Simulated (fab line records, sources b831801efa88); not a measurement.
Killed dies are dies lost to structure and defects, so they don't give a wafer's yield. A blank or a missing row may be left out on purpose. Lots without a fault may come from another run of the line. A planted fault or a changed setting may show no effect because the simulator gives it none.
fab line records | flow gf180mcu
record lots=5 wafers=23
route steps=602 shown V3@446 M4@459 V4@476 MIM@504 TOP_METAL@567 PASSIVATION@587
start_h: hours from the record's first day to the start of the lot's first wafer shown | wait_h: hours since the lot's step before | " the same as in the row above | L1.1+2: a row that stands for several wafers | - no value, or no start given | * or withheld: withheld | < > ~ a bound
route shown NAME@n: a module of which the file shows steps, and the number in the route of the first | usual: mean/standard deviation of fault-free wafers | same: alike in all rows | chamber/n: place in a boat | sites: the reading at each site | _std_site: their standard deviation | _edge_site: outer sites' mean less inner sites' | radius_mm: how far each site lies from the wafer's centre | mask NAME#n: copy n | behind: the tool/chamber that last shaped the wafer | hold: why the lot was held/for how many hours/how that ended | device: the transistor (n, p or np) that didn't switch | end of line: the same wafers' tests at the end of the route | a step without rows: its recipe alone | killed: dies lost to structure and defects at the first sort, not the wafer's yield | map: a wafer's dies, x killed, . not, _ none there
set.NAME: the setting as run; set.NAME@STEP: as run at that earlier step | model.NAME: the simulator's own value behind a step, which no gauge read
lots whose settings were changed on purpose; a table a step, a row a wafer
## steps
# step GF_V3_ETCH_17
# recipe chemistry=C4F8/O2/Ar mask_material=KrF target=SiO2 stop_on=TiN source_w=1500 bias_w=1200 pressure_mtorr=40 c4f8_flow_sccm=withheld O2_flow_sccm=6 Ar_flow_sccm=300 time_s=withheld target_depth_a=6350
# usual oes_product_au=0.855/0.0046
# columns lot.wafer tool chamber start_h wait_h set.source_w set.leave_above_ref_nm@V3_CMP_04 oes_product_au model.V3.feature_depth_nm
L074.1 rie_diel-03 0 - - 1500 653.2 0.873 654.1
L074.3 " 1 " " 1410 653.2 0.873 654.2
L074.4 " 3 " " 1500 632.5 0.847 633.1
L074.5 " 2 " " 1500 632.5 0.863 633.9
L074.6 " 1 " " 1410 632.5 0.856 633.5
L076.1 rie_diel-03 0 - - 1640 667.9 0.883 671.6
L076.2 " 2 " " 1500 667.9 0.881 669.5
L076.3 " 3 " " 1500 632.5 0.853 633.1
L076.5 " 0 " " 1500 667.9 0.890 669.3
L076.6 " 3 " " 1640 632.5 0.859 635.6
L078.1 rie_diel-04 0 - - 1500 632.5 0.855 633.5
L078.2 " 1 " " 1500 669.9 0.887 671.8
L078.3 " 2 " " 1586 632.5 0.857 635.1
L078.4 " 1 " " 1586 669.9 0.885 673.7
L078.5 " 0 " " 1586 669.9 0.888 671
L083.1 rie_diel-01 1 - - 1348 632.5 0.851 633.1
L083.2 " 0 " " 1348 632.5 0.856 633
L083.3 " 2 " " 1348 632.5 0.857 633.6
L083.4 " 3 " " 1500 632.5 0.862 634.4
L083.6 " 1 " " 1500 632.5 0.862 634.7
L084.1 rie_diel-03 0 - - 1500 632.5 0.851 633.5
L084.4 " 2 " " 1500 632.5 0.852 631.8
L084.6 " 3 " " 1500 632.5 0.862 632
# step GF_M4_SPUTTER_03
# recipe material=Ti target_thk_nm=10 substrate_temp_c=300 chamber_pressure_pa=0.3 power_w=3000 time_s=6.7
# columns lot.wafer tool chamber start_h wait_h set.power_w model.Ti_of_M4_SPUTTER_03.thk_nm
L074.1 pvd_sputter-04 - 526.80 0.0 2722 8.912
L074.3 " - " " 3000 9.891
L074.4 " - " " 3000 9.7
L074.5 " - " " 2722 8.983
L074.6 " - " " 2722 8.989
L076.1 pvd_sputter-01 - 547.64 0.0 3291 11.23
L076.2 " - " " 3000 10.12
L076.3 " - " " 3000 10.16
L076.5 " - " " 3291 11.1
L076.6 " - " " 3000 10.3
L078.1 pvd_sputter-01 - 567.38 0.0 2812 9.536
L078.2 " - " " 2812 9.478
L078.3 " - " " 3000 10.21
L078.4 " - " " 3000 9.987
L078.5 " - " " 2812 9.506
L083.1 pvd_sputter-01 - 595.98 0.0 3000 10.16
L083.2 " - " " 3313 11.12
L083.3 " - " " 3313 11.16
L083.4 " - " " 3313 11.03
L083.6 " - " " 3000 9.964
L084.1 pvd_sputter-03 - 601.98 0.0 3000 9.965
L084.4 " - " " 3000 9.801
L084.6 " - " " 3000 9.691
# step GF_M4_STRIP_17
# recipe chemistry=O2/N2 power_w=1400 pressure_mtorr=1500 platen_temp_c=250 o2_flow_sccm=3000 n2_flow_sccm=300 overash_fraction=0.5
# usual strip_time_to_endpoint_s=7.88/0.052
# columns lot.wafer tool chamber start_h wait_h set.pressure_mtorr strip_time_to_endpoint_s
L074.1 plasma_asher-03 1 549.88 0.1 1347 8.19
L074.3 " 0 " " 1347 8.10
L074.4 " 1 " " 1347 8.15
L074.5 " 1 " " 1347 8.09
L074.6 " 0 " " 1347 8.20
L076.1 plasma_asher-02 0 569.88 0.1 1371 8.13
L076.2 " 1 " " 1371 8.08
L076.3 " 0 " " 1371 8.13
L076.5 " 0 " " 1371 8.11
L076.6 " 1 " " 1371 8.06
L078.1 plasma_asher-03 0 589.18 0.1 1500 7.87
L078.2 " 1 " " 1500 7.94
L078.3 " 1 " " 1500 7.91
L078.4 " 0 " " 1500 7.87
L078.5 " 0 " " 1500 7.89
L083.1 plasma_asher-02 1 616.95 0.2 1401 8.01
L083.2 " 0 " " 1401 8.02
L083.3 " 1 " " 1401 7.97
L083.4 " 0 " " 1401 8.02
L083.6 " 1 " " 1401 8.02
L084.1 plasma_asher-04 0 623.35 0.2 1500 7.91
L084.4 " 0 " " 1500 7.89
L084.6 " 1 " " 1500 7.88
# step GF_V4_CVD_00
# recipe material=SiO2 target_thk_nm=600 sigma_open_frac=0.3 temp_c=400 time_s=100 sih4_flow_sccm=60 pressure_mtorr=6
# columns lot.wafer tool chamber start_h wait_h set.sih4_flow_sccm model.SiO2_of_V4_CVD_00.thk_nm
L074.1 hdpcvd-02 2 550.48 0.0 60 600.5
L074.3 " 1 " " 60 597.6
L074.4 " 2 " " 60 602.5
L074.5 " 1 " " 60 599.8
L074.6 " 0 " " 60 604.7
L076.1 hdpcvd-02 2 570.42 0.0 60 604.4
L076.2 " 0 " " 60 599.5
L076.3 " 1 " " 56.05 557.4
L076.5 " 1 " " 60 596.5
L076.6 " 0 " " 56.05 562.4
L078.1 hdpcvd-01 0 589.78 0.0 51.81 530.2
L078.2 " 2 " " 51.81 526.2
L078.3 " 1 " " 60 609.3
L078.4 " 0 " " 51.81 526.3
L078.5 " 2 " " 60 608.4
L083.1 hdpcvd-01 0 617.49 0.0 60 609.4
L083.2 " 2 " " 60 615
L083.3 " 1 " " 60 602.2
L083.4 " 1 " " 60 608.6
L083.6 " 2 " " 60 607.8
L084.1 hdpcvd-01 2 623.88 0.0 60 606.6
L084.4 " 2 " " 60 608.5
L084.6 " 1 " " 60 595.7
# step GF_V4_THK_MEAS_01
# recipe reads=SiO2_of_V4_CVD_00
# usual V4_CVD_00_THK=604/5.2
# columns lot.wafer tool chamber start_h wait_h set.sih4_flow_sccm@V4_CVD_00 V4_CVD_00_THK[nm]
L074.1 film_metro-02 - 550.55 0.0 60 600
L074.3 " - " " 60 597
L074.4 " - " " 60 603
L074.5 " - " " 60 599
L074.6 " - " " 60 605
L076.1 film_metro-03 - 570.49 0.0 60 604
L076.2 " - " " 60 599
L076.3 " - " " 56.05 557
L076.5 " - " " 60 597
L076.6 " - " " 56.05 562
L078.1 film_metro-01 - 589.85 0.0 51.81 530
L078.2 " - " " 51.81 526
L078.3 " - " " 60 609
L078.4 " - " " 51.81 526
L078.5 " - " " 60 608
L083.1 film_metro-02 - 617.56 0.0 60 610
L083.2 " - " " 60 615
L083.3 " - " " 60 602
L083.4 " - " " 60 608
L083.6 " - " " 60 608
L084.1 film_metro-03 - 623.95 0.0 60 607
L084.4 " - " " 60 608
L084.6 " - " " 60 595
# step GF_V4_PEB_12
# recipe peb_temp_c=135 peb_time_s=90 resist=KrF
# columns lot.wafer tool chamber start_h wait_h set.peb_temp_c
L074.1+4+6 litho_track-02 0 - - 138.9
L074.3+5 " 0 " " 135
L076.1+5+6 litho_track-02 0 - - 133.4
L076.2+3 " 0 " " 135
L078.1+4+5 litho_track-02 0 - - 135
L078.2+3 " 0 " " 137
L083.1+4 litho_track-03 0 - - 135
L083.2+3+6 " 0 " " 136.4
L084.1+4+6 litho_track-04 0 - - 135
# step GF_V4_DEVELOP_13
# recipe develop_time_s=60 resist=KrF dev_temp_c=21
# step GF_V4_CD_MEAS_14
# recipe target_cd_nm=260
# usual cd_nm=259.8/1.1
# columns lot.wafer tool chamber start_h wait_h set.peb_temp_c@V4_PEB_12 cd_nm
L074.1 cd_sem-01 - 573.07 0.1 138.9 268.6
L074.3 " - " " 135 259.3
L074.4 " - " " 138.9 267.9
L074.5 " - " " 135 259.5
L074.6 " - " " 138.9 268.4
L076.1 cd_sem-01 - 592.27 0.1 133.4 253.6
L076.2 " - " " 135 259.2
L076.3 " - " " 135 258.7
L076.5 " - " " 133.4 253.9
L076.6 " - " " 133.4 253.3
L078.1 cd_sem-01 - 611.51 0.1 135 260.2
L078.2 " - " " 137 264.9
L078.3 " - " " 137 265.1
L078.4 " - " " 135 259.1
L078.5 " - " " 135 260.6
L083.1 cd_sem-01 - 638.56 0.1 135 260.1
L083.2 " - " " 136.4 264.7
L083.3 " - " " 136.4 263.7
L083.4 " - " " 135 259.9
L083.6 " - " " 136.4 264.1
L084.1 cd_sem-02 - 644.27 0.1 135 261.2
L084.4 " - " " 135 260.6
L084.6 " - " " 135 260.1
# step GF_V4_ETCH_16
# recipe chemistry=N2/H2 target_depth_a=withheld overetch_a=withheld time_s=withheld target=BARC ion_energy_ev=200 source_w=500 bias_w=100 pressure_mtorr=30 n2_flow_sccm=100 h2_flow_sccm=200
# columns lot.wafer tool chamber start_h wait_h set.peb_temp_c@V4_PEB_12 model.V4.cd_nm
L074.1 rie_diel-02 2 573.22 0.0 138.9 269.4
L074.3 " 1 " " 135 258.6
L074.4 " 0 " " 138.9 267.3
L074.5 " 1 " " 135 258.5
L074.6 " 2 " " 138.9 269.8
L076.1 rie_diel-02 0 592.42 0.0 133.4 253
L076.2 " 3 " " 135 260.4
L076.3 " 1 " " 135 257.6
L076.5 " 3 " " 133.4 255.2
L076.6 " 0 " " 133.4 252
L078.1 rie_diel-01 0 611.67 0.0 135 260.2
L078.2 " 2 " " 137 266.4
L078.3 " 3 " " 137 265
L078.4 " 0 " " 135 259.3
L078.5 " 2 " " 135 261.2
L083.1 rie_diel-04 0 638.72 0.0 135 260
L083.2 " 3 " " 136.4 264.6
L083.3 " 1 " " 136.4 263.2
L083.4 " 2 " " 135 260.7
L083.6 " 3 " " 136.4 263.5
L084.1 rie_diel-01 3 644.42 0.0 135 261.3
L084.4 " 2 " " 135 262.1
L084.6 " 1 " " 135 260
# step GF_V4_ETCH_17
# recipe chemistry=C4F8/O2/Ar mask_material=KrF target=SiO2 stop_on=TiN source_w=1500 bias_w=1200 pressure_mtorr=40 c4f8_flow_sccm=withheld O2_flow_sccm=6 Ar_flow_sccm=300 time_s=withheld target_depth_a=6300
# columns lot.wafer tool chamber start_h wait_h set.bias_w set.peb_temp_c@V4_PEB_12 model.V4.cd_nm
L074.1 rie_diel-02 2 - - 1200 138.9 270
L074.3 " 1 " " 1200 135 258.9
L074.4 " 0 " " 1292 138.9 267.3
L074.5 " 1 " " 1292 135 259.2
L074.6 " 2 " " 1292 138.9 270
L076.1 rie_diel-02 0 - - 1163 133.4 253.6
L076.2 " 3 " " 1163 135 262
L076.3 " 1 " " 1200 135 258.7
L076.5 " 3 " " 1200 133.4 256.7
L076.6 " 0 " " 1200 133.4 252.5
L078.1 rie_diel-01 0 - - 1200 135 261.2
L078.2 " 2 " " 1246 137 266.3
L078.3 " 3 " " 1200 137 264.9
L078.4 " 0 " " 1246 135 260.4
L078.5 " 2 " " 1200 135 261.1
L083.1 rie_diel-04 0 - - 1200 135 260
L083.2 " 3 " " 1200 136.4 264.3
L083.3 " 1 " " 1200 136.4 263.5
L083.4 " 2 " " 1200 135 261
L083.6 " 3 " " 1200 136.4 262.9
L084.1+4 rie_diel-01 3,2 - - 1200 135 261.7
L084.6 " 1 " " 1200 135 259.3
# step GF_MIM_SPUTTER_01
# recipe material=TiN target_thk_nm=30 power_w=6500 time_s=25 chamber_pressure_pa=0.4
# columns lot.wafer tool chamber start_h wait_h set.power_w model.TiN_of_MIM_SPUTTER_01.thk_nm
L074.1 pvd_sputter-02 - 574.75 0.1 6500 29.35
L074.3 " - " " 6500 29.57
L074.4 " - " " 6500 29.58
L074.5 " - " " 6500 29.65
L074.6 " - " " 6500 29.32
L076.1 pvd_sputter-03 - 593.90 0.1 6199 28.49
L076.2 " - " " 6500 29.92
L076.3 " - " " 6199 28.33
L076.5 " - " " 6199 28.17
L076.6 " - " " 6500 29.91
L078.1 pvd_sputter-02 - 613.23 0.1 7014 32.49
L078.2 " - " " 7014 31.82
L078.3 " - " " 7014 32.04
L078.4 " - " " 6500 29.72
L078.5 " - " " 6500 29.88
L083.1 pvd_sputter-02 - 640.30 0.1 6500 29.46
L083.2 " - " " 6500 30.08
L083.3 " - " " 6082 28.01
L083.4 " - " " 6082 28.37
L083.6 " - " " 6500 29.96
L084.1 pvd_sputter-03 - 645.91 0.1 6500 29.98
L084.4 " - " " 6500 29.77
L084.6 " - " " 6500 29.43
# step GF_MIM_SPUTTER_08
# recipe material=AlCu target_thk_nm=200 power_w=10600 time_s=10.6 chamber_pressure_pa=0.4
# columns lot.wafer tool chamber start_h wait_h set.chamber_pressure_pa model.AlCu_of_MIM_SPUTTER_08.thk_nm
L074.1+3 pvd_sputter-01 - 575.00 0.0 0.4287 194.7
L074.4 " - " " 0.4287 193.3
L074.5 " - " " 0.4287 193.8
L074.6 " - " " 0.4287 194.5
L076.1 pvd_sputter-01 - 594.16 0.0 0.4 198
L076.2+5 " - " " 0.4 200
L076.3 " - " " 0.4 201.1
L076.6 " - " " 0.4 198.2
L078.1 pvd_sputter-01 - 613.49 0.0 0.3833 201.9
L078.2 " - " " 0.3833 202.2
L078.3 " - " " 0.3833 203
L078.4 " - " " 0.3833 202.1
L078.5 " - " " 0.3833 201.7
L083.1 pvd_sputter-03 - 640.56 0.0 0.4359 197.1
L083.2+4 " - " " 0.4359 196
L083.3 " - " " 0.4359 193.8
L083.6 " - " " 0.4359 194.3
L084.1 pvd_sputter-01 - 646.17 0.0 0.4 197.5
L084.4 " - " " 0.4 199.2
L084.6 " - " " 0.4 198.2
# step GF_TOP_METAL_SPUTTER_00
# recipe material=Ti target_thk_nm=37.5 arriving_ion_energy_ev=80 substrate_temp_c=200 chamber_pressure_pa=2 power_w=4000 time_s=150
# columns lot.wafer tool chamber start_h wait_h set.power_w model.Ti_of_TOP_METAL_SPUTTER_00.thk_nm
L074.1 pvd_sputter-04 - 640.52 0.2 4315 40.18
L074.3 " - " " 4315 40.92
L074.4 " - " " 4000 37.66
L074.5 " - " " 4000 37.79
L074.6 " - " " 4315 40.48
L076.1 pvd_sputter-04 - 657.57 0.2 4179 38.69
L076.2 " - " " 4179 38.56
L076.3 " - " " 4000 37.33
L076.5 " - " " 4000 37.23
L076.6 " - " " 4000 36.91
L078.1 pvd_sputter-01 - 676.32 0.1 4000 37.33
L078.2 " - " " 3823 36.36
L078.3 " - " " 3823 36.45
L078.4 " - " " 3823 36.16
L078.5 " - " " 4000 37.85
L083.1 pvd_sputter-03 - 701.11 0.2 4000 37.24
L083.2 " - " " 4000 37.13
L083.3 " - " " 4000 37.42
L083.4 " - " " 4000 37.11
L083.6 " - " " 4000 37.41
L084.1 pvd_sputter-03 - 706.64 0.1 4000 37.5
L084.4 " - " " 4000 37.51
L084.6 " - " " 4000 37.52
# step GF_TOP_METAL_EXPOSE_11
# recipe mask_id=MetalTop target_cd_nm=440 na=0.6 source_shape=conventional sigma_outer=0.6 dose_mj=170
# columns lot.wafer tool chamber start_h wait_h mask set.dose_mj
L074.1+3+4 iline_stepper-02 0 - - MetalTop#0 177
L074.5+6 " 0 " " MetalTop#0 170
L076.1+2+3 iline_stepper-01 0 - - MetalTop#0 170
L076.5+6 " 0 " " MetalTop#0 161.3
L078.1+2+3+4+5 iline_stepper-01 0 - - MetalTop#0 170
L083.1+2+3+4+6 iline_stepper-01 0 - - MetalTop#0 170
L084.1+4+6 iline_stepper-02 0 - - MetalTop#0 170
# step GF_TOP_METAL_PEB_12
# recipe temp_c=withheld time_s=* resist=NOVOLAK
# step GF_TOP_METAL_DEVELOP_13
# recipe develop_time_s=60 dev_temp_c=23
# step GF_TOP_METAL_CD_MEAS_14
# recipe target_cd_nm=440
# usual cd_nm=439.3/2
# columns lot.wafer tool chamber start_h wait_h set.dose_mj@TOP_METAL_EXPOSE_11 cd_nm
L074.1 cd_sem-01 - 659.36 0.1 177 425.9
L074.3 " - " " 177 426.5
L074.4 " - " " 177 426.4
L074.5 " - " " 170 438.3
L074.6 " - " " 170 438.9
L076.1 cd_sem-01 - 677.46 0.1 170 438.7
L076.2 " - " " 170 439.0
L076.3 " - " " 170 436.1
L076.5 " - " " 161.3 451.6
L076.6 " - " " 161.3 452.8
L078.1 cd_sem-02 - 695.43 0.2 170 440.1
L078.2 " - " " 170 438.6
L078.3 " - " " 170 438.6
L078.4 " - " " 170 438.5
L078.5 " - " " 170 439.0
L083.1 cd_sem-01 - 719.11 0.1 170 442.9
L083.2 " - " " 170 438.8
L083.3 " - " " 170 440.1
L083.4 " - " " 170 440.6
L083.6 " - " " 170 440.3
L084.1 cd_sem-02 - 724.11 0.1 170 439.4
L084.4 " - " " 170 440.1
L084.6 " - " " 170 441.8
# step GF_TOP_METAL_METAL_ETCH_16
# recipe chemistry=Cl2/BCl3 mask_material=NOVOLAK target_depth_nm=1077.5 stop_on=SiO2 pressure_mtorr=8 icp_w=800 bias_w=140 Cl2_flow_sccm=80 bcl3_flow_sccm=40 time_s=179.6
# columns lot.wafer tool chamber start_h wait_h set.dose_mj@TOP_METAL_EXPOSE_11 model.TOP_METAL.cd_nm
L074.1 rie_metal-03 0 659.52 0.0 177 422.8
L074.3 " 0 " " 177 422.3
L074.4 " 1 " " 177 424
L074.5 " 1 " " 170 433.7
L074.6 " 0 " " 170 438.5
L076.1 rie_metal-03 1 677.61 0.0 170 436.9
L076.2 " 0 " " 170 438.8
L076.3 " 0 " " 170 435.4
L076.5 " 1 " " 161.3 451.3
L076.6 " 0 " " 161.3 453.2
L078.1 rie_metal-03 0 695.59 0.0 170 439.3
L078.2 " 1 " " 170 439.9
L078.3 " 0 " " 170 440.3
L078.4 " 1 " " 170 442.6
L078.5 " 1 " " 170 446.2
L083.1 rie_metal-01 0 719.27 0.0 170 443.5
L083.2 " 1 " " 170 439.7
L083.3 " 1 " " 170 439.8
L083.4 " 0 " " 170 442.4
L083.6 " 0 " " 170 442.8
L084.1 rie_metal-01 1 724.27 0.0 170 440.7
L084.4 " 0 " " 170 448.2
L084.6 " 1 " " 170 447.8
# step GF_PASSIVATION_CVD_00
# recipe material=SiO2 target_thk_nm=1000 precursor=TEOS temp_c=400 time_s=111.95 rf_w=600
# columns lot.wafer tool chamber start_h wait_h set.time_s model.SiO2_of_PASSIVATION_CVD_00.thk_nm
L074.1 pecvd-01 0 660.22 0.0 99.76 870.4
L074.3 " 2 " " 111.95 971
L074.4 " 0 " " 111.95 1012
L074.5 " 2 " " 99.76 890.4
L074.6 " 1 " " 111.95 1007
L076.1 pecvd-03 2 678.32 0.0 111.95 986.1
L076.2 " 1 " " 111.95 989.8
L076.3 " 0 " " 118.1 1047
L076.5 " 2 " " 118.1 1056
L076.6 " 1 " " 111.95 1006
L078.1 pecvd-04 1 696.31 0.0 111.95 1004
L078.2 " 0 " " 111.95 995.1
L078.3 " 2 " " 111.95 995.7
L078.4 " 2 " " 111.95 1017
L078.5 " 1 " " 111.95 1009
L083.1 pecvd-03 1 719.99 0.0 111.95 982.1
L083.2 " 0 " " 111.95 997.4
L083.3 " 2 " " 111.95 977.8
L083.4 " 1 " " 111.95 985.4
L083.6 " 0 " " 111.95 1014
L084.1 pecvd-03 2 725.01 0.0 111.95 1015
L084.4 " 1 " " 111.95 1000
L084.6 " 2 " " 111.95 1021
# step GF_PASSIVATION_THK_MEAS_01
# recipe reads=SiO2_of_PASSIVATION_CVD_00
# usual PASSIVATION_CVD_00_THK=1002/13
# columns lot.wafer tool chamber start_h wait_h set.time_s@PASSIVATION_CVD_00 PASSIVATION_CVD_00_THK[nm]
L074.1 film_metro-03 - 660.30 0.0 99.76 871
L074.3 " - " " 111.95 972
L074.4 " - " " 111.95 1012
L074.5 " - " " 99.76 890
L074.6 " - " " 111.95 1007
L076.1 film_metro-01 - 678.40 0.0 111.95 986
L076.2 " - " " 111.95 989
L076.3 " - " " 118.1 1048
L076.5 " - " " 118.1 1056
L076.6 " - " " 111.95 1006
L078.1 film_metro-03 - 696.39 0.0 111.95 1003
L078.2 " - " " 111.95 995
L078.3 " - " " 111.95 994
L078.4 " - " " 111.95 1017
L078.5 " - " " 111.95 1009
L083.1 film_metro-03 - 720.07 0.0 111.95 983
L083.2 " - " " 111.95 998
L083.3 " - " " 111.95 978
L083.4 " - " " 111.95 986
L083.6 " - " " 111.95 1015
L084.1 film_metro-03 - 725.09 0.0 111.95 1017
L084.4 " - " " 111.95 1000
L084.6 " - " " 111.95 1021
## key
split step=GF_V3_ETCH_17 setting=source_w stated=1500 by=wafer
response none clear
split step=GF_M4_SPUTTER_03 setting=power_w stated=3000 by=wafer
response step=GF_M4_SPUTTER_03 reading=model.Ti_of_M4_SPUTTER_03.thk_nm change=+0.0967 per=1% r=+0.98
split step=GF_M4_STRIP_17 setting=pressure_mtorr stated=1500 by=lot
response step=GF_M4_STRIP_17 reading=strip_time_to_endpoint_s change=* per=1% r=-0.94
split step=GF_V4_CVD_00 setting=sih4_flow_sccm stated=60 by=wafer
response step=GF_V4_CVD_00 reading=model.SiO2_of_V4_CVD_00.thk_nm change=+5.98 per=1% r=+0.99
response step=GF_V4_THK_MEAS_01 reading=V4_CVD_00_THK change=+5.99 per=1% r=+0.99
split step=GF_V4_PEB_12 setting=peb_temp_c stated=135 by=wafer
response step=GF_V4_CD_MEAS_14 reading=cd_nm change=+3.38 per=1% r=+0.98
response step=GF_V4_ETCH_16 reading=model.V4.cd_nm change=+3.67 per=1% r=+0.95
response step=GF_V4_ETCH_17 reading=model.V4.cd_nm change=+3.57 per=1% r=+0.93
split step=GF_V4_ETCH_17 setting=bias_w stated=1200 by=wafer
response none clear
split step=GF_MIM_SPUTTER_01 setting=power_w stated=6500 by=wafer
response step=GF_MIM_SPUTTER_01 reading=model.TiN_of_MIM_SPUTTER_01.thk_nm change=+0.289 per=1% r=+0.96
split step=GF_MIM_SPUTTER_08 setting=chamber_pressure_pa stated=0.4 by=lot
response step=GF_MIM_SPUTTER_08 reading=model.AlCu_of_MIM_SPUTTER_08.thk_nm change=-0.558 per=1% r=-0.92
split step=GF_TOP_METAL_SPUTTER_00 setting=power_w stated=4000 by=wafer
response step=GF_TOP_METAL_SPUTTER_00 reading=model.Ti_of_TOP_METAL_SPUTTER_00.thk_nm change=+0.337 per=1% r=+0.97
split step=GF_TOP_METAL_EXPOSE_11 setting=dose_mj stated=170 by=wafer
response step=GF_TOP_METAL_CD_MEAS_14 reading=cd_nm change=-2.88 per=1% r=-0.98
response step=GF_TOP_METAL_METAL_ETCH_16 reading=model.TOP_METAL.cd_nm change=-3.04 per=1% r=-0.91
split step=GF_PASSIVATION_CVD_00 setting=time_s stated=111.95 by=wafer
response step=GF_PASSIVATION_CVD_00 reading=model.SiO2_of_PASSIVATION_CVD_00.thk_nm change=+10.6 per=1% r=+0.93
response step=GF_PASSIVATION_THK_MEAS_01 reading=PASSIVATION_CVD_00_THK change=+10.7 per=1% r=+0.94
split outside_this_file step=GF_V3_CMP_04 setting=leave_above_ref_nm
# split outside_this_file: this setting was split too, and the file shows its column; the key of that split is in another file
